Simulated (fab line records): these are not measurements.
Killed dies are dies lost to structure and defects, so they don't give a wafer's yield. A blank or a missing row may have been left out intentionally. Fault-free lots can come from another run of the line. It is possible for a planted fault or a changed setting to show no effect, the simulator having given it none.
Which tool was responsible?	flow gf180mcu	at 1 step of a route of 602, 13 lots with 38 wafers sampled

WHAT EACH GAUGE READ, for each wafer
GF_M5_CD_MEAS_07: the cd target is 280 nm. Usual: cd_nm at 279.8 nm, with a standard deviation of 0.97.
lot	measured	on	cd_nm (nm)	flag
L802	day 26 04:16	cd_sem-01	279.2 278.5 280.4	
L803	day 26 18:59	cd_sem-02	278.6 278.9 278.7	
L804	day 27 03:32	cd_sem-01	279.6 280.6 278.4	
L805	day 27 12:44	cd_sem-01	280.2 279.8 279.3	
L806	day 27 18:05	cd_sem-02	280.2 279.0 280.7	
L807	day 28 05:23	cd_sem-02	281.2 280.8 280.2	
L808	day 28 11:02	cd_sem-02	279.4 279.9 279.7	
L810	day 28 22:17	cd_sem-01	278.5 279.3 278.8	
L811	day 29 08:55	cd_sem-01	280.4 280.3 280.5	
L819	day 31 19:27	cd_sem-01	279.9 279.5	
L821	day 32 08:57	cd_sem-01	281.2 279.8 281.0	
L822	day 32 13:20	cd_sem-01	280.5 281.7 281.1	
L824	day 32 23:39	cd_sem-01	279.4 278.8 277.6	

WHAT TOOL EACH LOT RAN ON (gives the tool, then ch and the chambers of the sampled wafers, and finally the start)
Record: no process step prior to these readings.

AS READ BY THE TOOLS THEMSELVES (means over the sampled wafers that have a number; for cases with no such wafer, the mark the record gives instead)
The record holds no such reading with a usual standard deviation.

THE ANSWER, worked out from the rows above alone
Rule: a lot is off if the mean of its wafers that have a number lies more than 3 standard deviations from the usual mean. A lot without any number at a reading at which 4 lots or more have one is off too. Where the step has rows for the other lots, those lots are counted as sound. After the gauges, taken in route order, come the tools' own readings; for these a lot's mean is taken, as printed above. At the first step where some lot is off, the reading lying furthest off is the one used; lots without a number count as furthest.
No lot is off at any reading shown: from this, nothing can be told.

WHAT THE SIMULATOR PUT IN
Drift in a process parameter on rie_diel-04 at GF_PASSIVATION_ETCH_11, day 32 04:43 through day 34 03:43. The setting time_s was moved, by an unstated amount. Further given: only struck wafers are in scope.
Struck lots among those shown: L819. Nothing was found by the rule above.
